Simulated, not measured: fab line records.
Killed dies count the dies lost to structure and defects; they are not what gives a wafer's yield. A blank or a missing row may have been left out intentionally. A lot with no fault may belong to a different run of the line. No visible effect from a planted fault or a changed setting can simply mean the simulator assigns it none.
fab line records || flow sky130 || part 2 of 2: steps 44 to 44 of 44
record: {"lots": 6, "wafers": 18, "last-day": 50}
route steps=708 shown VIA3@588 METAL4@598 CAP2M@603 PAD_OPEN@708
lots with no fault: from the same line, run without faults
start-h: the number of hours between the record's first day and the start of the first shown wafer of the lot || wait-h: how many hours have passed since the lot's step before this one || " the same as in the row above || L1.1+2: several wafers, shown together as one row || - no value, or no start was given || * or withheld: withheld || < > ~ a bound
route shown NAME@n: a module of which the file shows steps, and the number in the route of the first || usual: mean and standard deviation over wafers with no fault || same: alike in all rows || chamber/n: place in a boat || sites: readings site by site || _std_site: standard deviation across them || _edge_site: the outer-site mean with the inner-site mean subtracted || radius-mm: for every site, how far away it sits from the centre of the wafer || mask NAME#n: copy n || behind: tool/chamber where the wafer was last shaped || hold: cause of the lot's hold/its duration in hours/its outcome || device: which transistor (n, p or np) failed to switch || end of line: tests of these same wafers at the route's end || step lacking rows: just its recipe || killed: dies that structure and defects cost at the first sort, which is not the same as the wafer's yield || map: a wafer's dies, marking killed ones x, the rest . and places with no die _
set.NAME: the setting the step ran with; set.NAME@STEP: the setting that earlier step ran with || model.NAME: the simulator's own value behind a step, which no gauge read
certain route steps with their lots: each step a table, each wafer a row
services: from which hour (start-h, from the record's first day; less than 0 if before it) a tool's chamber was out of use, for how many hours, and why
== steps ==
step: SKY_PAD_OPEN_PROBE_99
usual: {"defect-limited-yield": "82.4/1.9", "killed_at_M0_to_M3": "43/7.5", "killed_at_M4_up": "3.2/1.9", "killed-at-contacts": "24/4.9", "killed-at-front-end": "15/4.3", "killed-at-other": "0.4/0.72", "killed-dies": "86/9.1", "killed-open": "47/6.5", "killed-short": "39/6.5", "sort_bin_3_pad_short": "0.9/0.43", "sort_bin_5_function": "10.4/1.3", "sort_bin_6_memory": "6.3/1.2", "sort-n-pass": "406/9.1", "sort-yield-pct": "82.4/1.9"}
same: {"gross-dies": 492, "killed-at-back-side": 0, "sort_bin_4_leakage[%]": 0, "sort_bin_8_speed[%]": 0}
{"lot.wafer": "L131.1", "tool": "prober-01", "chamber": "-", "start-h": 1113.11, "wait-h": 0.1, "defect-limited-yield[%]": 81.3, "killed_at_M0_to_M3": 47, "killed_at_M4_up": 6, "killed-at-contacts": 18, "killed-at-front-end": 20, "killed-at-other": 1, "killed-dies": 92, "killed-open": 49, "killed-short": 41, "sort_bin_3_pad_short[%]": 0.8, "sort_bin_5_function[%]": 12.0, "sort_bin_6_memory[%]": 5.9, "sort-n-pass": 400, "sort-yield-pct[%]": 81.3, "model.etest.met4.line-ohm-um": 0.1378, "model.etest.met4.rs-ohm-sq": 0.04304}
{"lot.wafer": "L131.4", "tool": "prober-01", "chamber": "-", "start-h": 1113.26, "wait-h": 0.2, "defect-limited-yield[%]": 80.7, "killed_at_M0_to_M3": 48, "killed_at_M4_up": 2, "killed-at-contacts": 25, "killed-at-front-end": 17, "killed-at-other": 3, "killed-dies": 95, "killed-open": 48, "killed-short": 47, "sort_bin_3_pad_short[%]": 1.2, "sort_bin_5_function[%]": 11.4, "sort_bin_6_memory[%]": 6.7, "sort-n-pass": 397, "sort-yield-pct[%]": 80.7, "model.etest.met4.line-ohm-um": 0.1425, "model.etest.met4.rs-ohm-sq": 0.04317}
{"lot.wafer": "L131.6", "tool": "prober-01", "chamber": "-", "start-h": 1113.36, "wait-h": 0.2, "defect-limited-yield[%]": 80.5, "killed_at_M0_to_M3": 55, "killed_at_M4_up": 4, "killed-at-contacts": 22, "killed-at-front-end": 15, "killed-at-other": 0, "killed-dies": 96, "killed-open": 45, "killed-short": 51, "sort_bin_3_pad_short[%]": 1.0, "sort_bin_5_function[%]": 10.8, "sort_bin_6_memory[%]": 7.7, "sort-n-pass": 396, "sort-yield-pct[%]": 80.5, "model.etest.met4.line-ohm-um": 0.1381, "model.etest.met4.rs-ohm-sq": 0.04319}
{"lot.wafer": "L132.1", "tool": "prober-01", "chamber": "-", "start-h": 1119.25, "wait-h": 0.1, "defect-limited-yield[%]": 82.3, "killed_at_M0_to_M3": 45, "killed_at_M4_up": 6, "killed-at-contacts": 20, "killed-at-front-end": 16, "killed-at-other": 0, "killed-dies": 87, "killed-open": 51, "killed-short": 34, "sort_bin_3_pad_short[%]": 0.8, "sort_bin_5_function[%]": 10.4, "sort_bin_6_memory[%]": 6.5, "sort-n-pass": 405, "sort-yield-pct[%]": 82.3, "model.etest.met4.line-ohm-um": 0.1456, "model.etest.met4.rs-ohm-sq": 0.04273}
{"lot.wafer": "L132.4", "tool": "prober-01", "chamber": "-", "start-h": 1119.40, "wait-h": 0.2, "defect-limited-yield[%]": 83.3, "killed_at_M0_to_M3": 43, "killed_at_M4_up": 2, "killed-at-contacts": 26, "killed-at-front-end": 11, "killed-at-other": 0, "killed-dies": 82, "killed-open": 46, "killed-short": 35, "sort_bin_3_pad_short[%]": 0.4, "sort_bin_5_function[%]": 9.3, "sort_bin_6_memory[%]": 6.9, "sort-n-pass": 410, "sort-yield-pct[%]": 83.3, "model.etest.met4.line-ohm-um": 0.1426, "model.etest.met4.rs-ohm-sq": 0.04292}
{"lot.wafer": "L132.6", "tool": "prober-01", "chamber": "-", "start-h": 1119.50, "wait-h": 0.2, "defect-limited-yield[%]": 84.1, "killed_at_M0_to_M3": 46, "killed_at_M4_up": 5, "killed-at-contacts": 15, "killed-at-front-end": 11, "killed-at-other": 1, "killed-dies": 78, "killed-open": 50, "killed-short": 25, "sort_bin_3_pad_short[%]": 1.0, "sort_bin_5_function[%]": 8.5, "sort_bin_6_memory[%]": 6.3, "sort-n-pass": 414, "sort-yield-pct[%]": 84.1, "model.etest.met4.line-ohm-um": 0.1419, "model.etest.met4.rs-ohm-sq": 0.04258}
{"lot.wafer": "L134.1", "tool": "prober-02", "chamber": "-", "start-h": 1123.42, "wait-h": 0.1, "defect-limited-yield[%]": 83.1, "killed_at_M0_to_M3": 47, "killed_at_M4_up": 7, "killed-at-contacts": 21, "killed-at-front-end": 8, "killed-at-other": 0, "killed-dies": 83, "killed-open": 42, "killed-short": 41, "sort_bin_3_pad_short[%]": 0.4, "sort_bin_5_function[%]": 8.9, "sort_bin_6_memory[%]": 7.5, "sort-n-pass": 409, "sort-yield-pct[%]": 83.1, "model.etest.met4.line-ohm-um": 0.1451, "model.etest.met4.rs-ohm-sq": 0.04283}
{"lot.wafer": "L134.2", "tool": "prober-02", "chamber": "-", "start-h": 1123.47, "wait-h": 0.1, "defect-limited-yield[%]": 82.5, "killed_at_M0_to_M3": 40, "killed_at_M4_up": 0, "killed-at-contacts": 32, "killed-at-front-end": 14, "killed-at-other": 0, "killed-dies": 86, "killed-open": 56, "killed-short": 30, "sort_bin_3_pad_short[%]": 0.8, "sort_bin_5_function[%]": 10.0, "sort_bin_6_memory[%]": 6.7, "sort-n-pass": 406, "sort-yield-pct[%]": 82.5, "model.etest.met4.line-ohm-um": 0.133, "model.etest.met4.rs-ohm-sq": 0.04239}
{"lot.wafer": "L134.6", "tool": "prober-02", "chamber": "-", "start-h": 1123.67, "wait-h": 0.2, "defect-limited-yield[%]": 84.1, "killed_at_M0_to_M3": 35, "killed_at_M4_up": 2, "killed-at-contacts": 27, "killed-at-front-end": 10, "killed-at-other": 4, "killed-dies": 78, "killed-open": 47, "killed-short": 31, "sort_bin_3_pad_short[%]": 1.6, "sort_bin_5_function[%]": 9.1, "sort_bin_6_memory[%]": 5.1, "sort-n-pass": 414, "sort-yield-pct[%]": 84.1, "model.etest.met4.line-ohm-um": 0.1332, "model.etest.met4.rs-ohm-sq": 0.04253}
{"lot.wafer": "L140.2", "tool": "prober-02", "chamber": "-", "start-h": 1156.21, "wait-h": 0.1, "defect-limited-yield[%]": 81.1, "killed_at_M0_to_M3": 47, "killed_at_M4_up": 5, "killed-at-contacts": 21, "killed-at-front-end": 20, "killed-at-other": 0, "killed-dies": 93, "killed-open": 44, "killed-short": 49, "sort_bin_3_pad_short[%]": 1.0, "sort_bin_5_function[%]": 10.8, "sort_bin_6_memory[%]": 7.1, "sort-n-pass": 399, "sort-yield-pct[%]": 81.1, "model.etest.met4.line-ohm-um": 0.1365, "model.etest.met4.rs-ohm-sq": 0.04181}
{"lot.wafer": "L140.4", "tool": "prober-02", "chamber": "-", "start-h": 1156.31, "wait-h": 0.2, "defect-limited-yield[%]": 82.1, "killed_at_M0_to_M3": 45, "killed_at_M4_up": 3, "killed-at-contacts": 28, "killed-at-front-end": 12, "killed-at-other": 0, "killed-dies": 88, "killed-open": 41, "killed-short": 47, "sort_bin_3_pad_short[%]": 1.2, "sort_bin_5_function[%]": 11.6, "sort_bin_6_memory[%]": 5.1, "sort-n-pass": 404, "sort-yield-pct[%]": 82.1, "model.etest.met4.line-ohm-um": 0.1182, "model.etest.met4.rs-ohm-sq": 0.03548}
{"lot.wafer": "L140.6", "tool": "prober-02", "chamber": "-", "start-h": 1156.41, "wait-h": 0.2, "defect-limited-yield[%]": 83.7, "killed_at_M0_to_M3": 45, "killed_at_M4_up": 1, "killed-at-contacts": 24, "killed-at-front-end": 10, "killed-at-other": 0, "killed-dies": 80, "killed-open": 52, "killed-short": 27, "sort_bin_3_pad_short[%]": 0.8, "sort_bin_5_function[%]": 10.4, "sort_bin_6_memory[%]": 5.1, "sort-n-pass": 412, "sort-yield-pct[%]": 83.7, "model.etest.met4.line-ohm-um": 0.1461, "model.etest.met4.rs-ohm-sq": 0.0432}
{"lot.wafer": "L141.2", "tool": "prober-01", "chamber": "-", "start-h": 1162.47, "wait-h": 0.1, "defect-limited-yield[%]": 80.9, "killed_at_M0_to_M3": 47, "killed_at_M4_up": 3, "killed-at-contacts": 25, "killed-at-front-end": 19, "killed-at-other": 0, "killed-dies": 94, "killed-open": 49, "killed-short": 45, "sort_bin_3_pad_short[%]": 1.0, "sort_bin_5_function[%]": 11.8, "sort_bin_6_memory[%]": 6.3, "sort-n-pass": 398, "sort-yield-pct[%]": 80.9, "model.etest.met4.line-ohm-um": 0.118, "model.etest.met4.rs-ohm-sq": 0.03567}
{"lot.wafer": "L141.4", "tool": "prober-01", "chamber": "-", "start-h": 1162.57, "wait-h": 0.2, "defect-limited-yield[%]": 79.1, "killed_at_M0_to_M3": 48, "killed_at_M4_up": 3, "killed-at-contacts": 26, "killed-at-front-end": 26, "killed-at-other": 0, "killed-dies": 103, "killed-open": 61, "killed-short": 42, "sort_bin_3_pad_short[%]": 1.0, "sort_bin_5_function[%]": 11.8, "sort_bin_6_memory[%]": 8.1, "sort-n-pass": 389, "sort-yield-pct[%]": 79.1, "model.etest.met4.line-ohm-um": 0.1431, "model.etest.met4.rs-ohm-sq": 0.04311}
{"lot.wafer": "L141.5", "tool": "prober-01", "chamber": "-", "start-h": 1162.62, "wait-h": 0.2, "defect-limited-yield[%]": 82.5, "killed_at_M0_to_M3": 40, "killed_at_M4_up": 0, "killed-at-contacts": 24, "killed-at-front-end": 21, "killed-at-other": 1, "killed-dies": 86, "killed-open": 49, "killed-short": 37, "sort_bin_3_pad_short[%]": 1.0, "sort_bin_5_function[%]": 11.8, "sort_bin_6_memory[%]": 4.7, "sort-n-pass": 406, "sort-yield-pct[%]": 82.5, "model.etest.met4.line-ohm-um": 0.1422, "model.etest.met4.rs-ohm-sq": 0.04329}
{"lot.wafer": "L148.1", "tool": "prober-01", "chamber": "-", "start-h": 1191.11, "wait-h": 0.1, "defect-limited-yield[%]": 86.0, "killed_at_M0_to_M3": 25, "killed_at_M4_up": 1, "killed-at-contacts": 27, "killed-at-front-end": 16, "killed-at-other": 0, "killed-dies": 69, "killed-open": 42, "killed-short": 27, "sort_bin_3_pad_short[%]": 0.4, "sort_bin_5_function[%]": 10.4, "sort_bin_6_memory[%]": 3.3, "sort-n-pass": 423, "sort-yield-pct[%]": 86.0, "model.etest.met4.line-ohm-um": 0.1343, "model.etest.met4.rs-ohm-sq": 0.04226}
{"lot.wafer": "L148.4", "tool": "prober-01", "chamber": "-", "start-h": 1191.26, "wait-h": 0.2, "defect-limited-yield[%]": 84.6, "killed_at_M0_to_M3": 43, "killed_at_M4_up": 3, "killed-at-contacts": 20, "killed-at-front-end": 10, "killed-at-other": 0, "killed-dies": 76, "killed-open": 40, "killed-short": 36, "sort_bin_3_pad_short[%]": 0.8, "sort_bin_5_function[%]": 9.6, "sort_bin_6_memory[%]": 5.1, "sort-n-pass": 416, "sort-yield-pct[%]": 84.6, "model.etest.met4.line-ohm-um": 0.134, "model.etest.met4.rs-ohm-sq": 0.04293}
{"lot.wafer": "L148.6", "tool": "prober-01", "chamber": "-", "start-h": 1191.36, "wait-h": 0.2, "defect-limited-yield[%]": 80.5, "killed_at_M0_to_M3": 57, "killed_at_M4_up": 3, "killed-at-contacts": 23, "killed-at-front-end": 13, "killed-at-other": 0, "killed-dies": 96, "killed-open": 48, "killed-short": 44, "sort_bin_3_pad_short[%]": 1.0, "sort_bin_5_function[%]": 11.8, "sort_bin_6_memory[%]": 6.7, "sort-n-pass": 396, "sort-yield-pct[%]": 80.5, "model.etest.met4.line-ohm-um": 0.1387, "model.etest.met4.rs-ohm-sq": 0.04296}
killed by level:class
L131.1 CONTACT:geometric-particle:open=10 VIA1:geometric-particle:open=8 VIA3:geometric-particle:open=7 FIELD_ISO:geometric-particle:open=6 VIA2:geometric-particle:open=6 VIA3:geometric-particle:short=5 METAL3:geometric-particle:short=5 FIELD_ISO:geometric-particle:short=4
L131.4 VIA1:geometric-particle:open=10 VIA2:geometric-particle:open=9 CONTACT:geometric-particle:open=8 METAL1:geometric-particle:short=8 FIELD_ISO:geometric-particle:short=6 LI_CONTACT:geometric-particle:open=6 FIELD_ISO:geometric-particle:open=5 VIA3:geometric-particle:open=5
L131.6 CONTACT:geometric-particle:open=11 VIA1:geometric-particle:open=9 FIELD_ISO:geometric-particle:short=8 VIA2:geometric-particle:open=8 VIA3:geometric-particle:open=8 METAL1:geometric-particle:short=7 METAL2:geometric-particle:short=6 VIA1:geometric-particle:short=6
L132.1 CONTACT:geometric-particle:open=9 VIA2:geometric-particle:open=8 VIA1:geometric-particle:open=8 METAL2:geometric-particle:short=8 LI_CONTACT:geometric-particle:open=5 FIELD_ISO:geometric-particle:open=4 VIA3:geometric-particle:open=4 POLY_GATE:geometric-particle:short=4
L132.4 VIA1:geometric-particle:open=10 CONTACT:geometric-particle:open=9 LI_CONTACT:geometric-particle:open=9 METAL1:geometric-particle:short=8 VIA3:geometric-particle:open=7 METAL2:geometric-particle:short=5 FIELD_ISO:geometric-particle:open=3 POLY_GATE:geometric-particle:short=3
L132.6 VIA1:geometric-particle:open=11 VIA2:geometric-particle:open=7 CONTACT:geometric-particle:open=7 VIA3:geometric-particle:open=6 METAL1:geometric-particle:short=5 LI_CONTACT:geometric-particle:open=4 METAL1:geometric-particle:open=4 METAL2:geometric-particle:short=4
L134.1 VIA1:geometric-particle:open=14 VIA3:geometric-particle:open=10 LI_CONTACT:geometric-particle:short=6 CONTACT:geometric-particle:short=5 VIA1:geometric-particle:short=5 VIA2:geometric-particle:short=5 VIA2:geometric-particle:open=5 METAL4:geometric-particle:short=5
L134.2 CONTACT:geometric-particle:open=12 VIA1:geometric-particle:open=11 LI_CONTACT:geometric-particle:open=11 CONTACT:geometric-particle:short=6 METAL3:geometric-particle:short=5 VIA3:geometric-particle:open=5 POLY_GATE:geometric-particle:open=4 VIA2:geometric-particle:open=4
L134.6 CONTACT:geometric-particle:open=11 VIA1:geometric-particle:open=11 LI_CONTACT:geometric-particle:open=8 METAL2:geometric-particle:short=7 FIELD_ISO:geometric-particle:open=4 VIA1:geometric-particle:short=4 VIA2:geometric-particle:open=3 CONTACT:geometric-particle:short=3
L140.2 VIA3:geometric-particle:open=13 FIELD_ISO:geometric-particle:open=7 FIELD_ISO:geometric-particle:short=6 CONTACT:geometric-particle:open=6 VIA1:geometric-particle:open=6 METAL4:geometric-particle:short=5 METAL1:geometric-particle:short=5 VIA1:geometric-particle:short=5
L140.4 METAL1:geometric-particle:short=10 VIA3:geometric-particle:open=9 CONTACT:geometric-particle:short=7 LI_CONTACT:geometric-particle:open=6 VIA1:geometric-particle:open=6 VIA2:geometric-particle:open=6 FIELD_ISO:geometric-particle:short=5 LOCAL_INTERCONNECT:geometric-particle:short=5
L140.6 VIA1:geometric-particle:open=11 CONTACT:geometric-particle:open=10 VIA3:geometric-particle:open=9 CONTACT:geometric-particle:short=6 VIA2:geometric-particle:open=6 FIELD_ISO:geometric-particle:open=5 LI_CONTACT:geometric-particle:open=5 METAL1:geometric-particle:short=4
L141.2 CONTACT:geometric-particle:open=12 VIA2:geometric-particle:open=10 METAL1:geometric-particle:short=9 LOCAL_INTERCONNECT:geometric-particle:short=7 VIA1:geometric-particle:open=7 METAL3:geometric-particle:short=6 POLY_GATE:geometric-particle:open=5 METAL2:geometric-particle:short=5
L141.4 CONTACT:geometric-particle:open=12 VIA1:geometric-particle:open=11 LI_CONTACT:geometric-particle:open=7 METAL2:geometric-particle:short=7 POLY_GATE:geometric-particle:open=6 VIA2:geometric-particle:open=6 FIELD_ISO:geometric-particle:open=5 POLY_GATE:geometric-particle:short=5
L141.5 CONTACT:geometric-particle:open=11 VIA2:geometric-particle:open=7 VIA1:geometric-particle:short=6 LOCAL_INTERCONNECT:geometric-particle:short=6 METAL1:geometric-particle:short=6 VIA1:geometric-particle:open=6 VIA3:geometric-particle:open=6 FIELD_ISO:geometric-particle:short=5
L148.1 CONTACT:geometric-particle:open=9 FIELD_ISO:geometric-particle:open=8 LI_CONTACT:geometric-particle:open=7 VIA1:geometric-particle:open=6 CONTACT:geometric-particle:short=6 FIELD_ISO:geometric-particle:short=4 VIA3:geometric-particle:open=4 POLY_GATE:geometric-particle:short=3
L148.4 VIA1:geometric-particle:open=9 VIA3:geometric-particle:open=9 CONTACT:geometric-particle:short=7 LI_CONTACT:geometric-particle:open=5 CONTACT:geometric-particle:open=5 METAL1:geometric-particle:short=5 VIA1:geometric-particle:short=4 VIA2:geometric-particle:short=4
L148.6 VIA1:geometric-particle:open=13 CONTACT:geometric-particle:open=11 VIA1:geometric-particle:short=9 METAL1:geometric-particle:short=8 VIA3:geometric-particle:open=6 METAL2:geometric-particle:short=6 VIA2:geometric-particle:open=6 LI_CONTACT:geometric-particle:open=4
== services ==
{"tool": "pvd-sputter-01", "chamber": "-", "start-h": 972.30, "hours": 1.1, "kind": "repair"}
{"tool": "rie-metal-04", "chamber": 1, "start-h": 974.73, "hours": "-", "kind": "clean"}
{"tool": "rie-metal-04", "chamber": 1, "start-h": 974.73, "hours": 15.9, "kind": "scheduled-down"}
{"tool": "rie-metal-04", "chamber": 1, "start-h": 974.73, "hours": 15.9, "kind": "vent-cycle"}
{"tool": "plasma-asher-02", "chamber": "-", "start-h": 975.36, "hours": 0.6, "kind": "repair"}
{"tool": "rie-metal-02", "chamber": "-", "start-h": 977.29, "hours": 10.0, "kind": "pm"}
{"tool": "pvd-sputter-03", "chamber": "-", "start-h": 998.02, "hours": 3.0, "kind": "repair"}
{"tool": "pvd-sputter-03", "chamber": "-", "start-h": 1011.24, "hours": 1.3, "kind": "repair"}
{"tool": "plasma-asher-01", "chamber": "-", "start-h": 1017.71, "hours": 6.1, "kind": "repair"}
{"tool": "pvd-sputter-02", "chamber": "-", "start-h": 1034.83, "hours": 4.2, "kind": "repair"}
{"tool": "pvd-sputter-04", "chamber": "-", "start-h": 1037.13, "hours": 13.5, "kind": "repair"}
{"tool": "pvd-sputter-03", "chamber": 0, "start-h": 1046.39, "hours": "-", "kind": "consumable-replace:kit"}
{"tool": "pvd-sputter-03", "chamber": 0, "start-h": 1046.39, "hours": 18.0, "kind": "scheduled-down"}
{"tool": "pvd-sputter-03", "chamber": 0, "start-h": 1046.39, "hours": 18.0, "kind": "vent-cycle"}
{"tool": "rie-metal-02", "chamber": 0, "start-h": 1046.68, "hours": 10.3, "kind": "repair"}
{"tool": "pvd-sputter-01", "chamber": 3, "start-h": 1069.78, "hours": "-", "kind": "consumable-replace:kit"}
{"tool": "pvd-sputter-01", "chamber": 3, "start-h": 1069.78, "hours": 18.0, "kind": "scheduled-down"}
{"tool": "pvd-sputter-01", "chamber": 3, "start-h": 1069.78, "hours": 18.0, "kind": "vent-cycle"}
{"tool": "pvd-sputter-04", "chamber": 1, "start-h": 1085.59, "hours": "-", "kind": "consumable-replace:kit"}
{"tool": "pvd-sputter-04", "chamber": 1, "start-h": 1085.59, "hours": 18.0, "kind": "scheduled-down"}
{"tool": "pvd-sputter-04", "chamber": 1, "start-h": 1085.59, "hours": 18.0, "kind": "vent-cycle"}
{"tool": "pvd-sputter-02", "chamber": 3, "start-h": 1088.40, "hours": "-", "kind": "consumable-replace:kit"}
{"tool": "pvd-sputter-02", "chamber": 3, "start-h": 1088.40, "hours": 18.0, "kind": "scheduled-down"}
{"tool": "pvd-sputter-02", "chamber": 3, "start-h": 1088.40, "hours": 18.0, "kind": "vent-cycle"}
== key ==
first-sign: {"step": "SKY_METAL4_METAL_ETCH_18", "reading": "oes-product-au", "direction": "up", "sigmas": 12, "usual": 0.868, "struck": 0.950}
effect none on later readings
model-effect: {"step": "SKY_METAL4_SPUTTER_02", "value": "AlCu_of_METAL4_SPUTTER_02.thk-nm", "without": 741.7, "struck": 875.6}
model-effect: {"step": "SKY_PAD_OPEN_PROBE_99", "value": "etest.met4.line-ohm-um", "without": 0.1397, "struck": 0.1181}
met-at SKY_METAL4_SPUTTER_02
struck-wafers L140.4,L141.2
onset-between 978.56 1025.21
fault: {"kind": "process-parameter-drift", "tool": "pvd-sputter-04", "chamber": "-", "onset-h": 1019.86, "steps": "SKY_METAL4_SPUTTER_02", "channel": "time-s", "offset": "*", "shape": "step", "end-h": 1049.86, "acts-in": "*", "stated": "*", "scope": "struck-wafers-only"}
